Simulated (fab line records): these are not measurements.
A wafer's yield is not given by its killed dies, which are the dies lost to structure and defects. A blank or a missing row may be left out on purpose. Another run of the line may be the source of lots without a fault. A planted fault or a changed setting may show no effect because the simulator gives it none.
Which tool did it? + flow gf180mcu + 21 wafers from 7 lots sampled at 3 of the route's 602 steps

== WHAT THE GAUGES SHOWED, per wafer ==
GF_HV_LDD_TW_MEAS_38.
| lot  | measured     | on            | HV_LDD_3_TW    |
|------|--------------|---------------|----------------|
| L793 | day 11 18:05 | film metro-03 | 1409 1401 1411 |
| L796 | day 12 20:33 | film metro-03 | 1420 1416 1423 |
| L799 | day 13 20:29 | film metro-03 | 1409 1408 1399 |
| L801 | day 14 09:13 | film metro-01 | 1437 1438 1429 |
| L803 | day 15 02:35 | film metro-03 | 1414 1412 1414 |
| L807 | day 16 15:25 | film metro-03 | 1409 1410 1407 |
| L813 | day 18 10:02 | film metro-01 | 1432 1414 1426 |

== WHAT TOOL EACH LOT RAN ON (gives the tool, then ch and the chambers of the sampled wafers, and finally the start) ==
| lot  | GF_STI_WET_ETCH_26             | GF_MVPSD_STRIP_10                    |
|------|--------------------------------|--------------------------------------|
| L793 | wet bench-03 ch 3, day 2 09:14 | plasma asher-02 ch 0, day 5 06:25    |
| L796 | wet bench-02 ch 3, day 3 00:08 | plasma asher-01 ch 0,1, day 5 23:56  |
| L799 | wet bench-04 ch 2, day 3 16:01 | plasma asher-04 ch 0,1, day 6 16:41  |
| L801 | wet bench-02 ch 1, day 4 01:36 | plasma asher-02 ch 0,1, day 7 05:29  |
| L803 | wet bench-02 ch 3, day 4 12:34 | plasma asher-02 ch 0,1, day 7 18:52  |
| L807 | wet bench-02 ch 3, day 5 10:07 | plasma asher-02 ch 0,1, day 8 19:23  |
| L813 | wet bench-04 ch 3, day 6 16:00 | plasma asher-01 ch 0,1, day 10 06:29 |
- GF_STI_WET_ETCH_26: etches SiO2 in dHF, target depth 94 nm, time 188 s.
- GF_MVPSD_STRIP_10: strips in O2/N2.

== THE ANSWER, worked out from the rows above alone ==
Rule: the usual values come from the lots themselves. Put in order of their means at a reading, lots are off if they are a third of the lots or fewer, leave a main group of 4 or more, and stand apart from it by a gap of 3 or more times the standard deviation of the main group's means; of several such gaps the widest counts. Not used: any main group whose means are identical at the precision the tables above print for the reading. Also off: a lot with no number at a reading for which 4 or more lots have one. Where the step has rows for the other lots, those lots are counted as sound.
Across all readings shown, no lot is off: no conclusion can be drawn from this.

== WHAT HAD BEEN PUT IN BY THE SIMULATOR ==
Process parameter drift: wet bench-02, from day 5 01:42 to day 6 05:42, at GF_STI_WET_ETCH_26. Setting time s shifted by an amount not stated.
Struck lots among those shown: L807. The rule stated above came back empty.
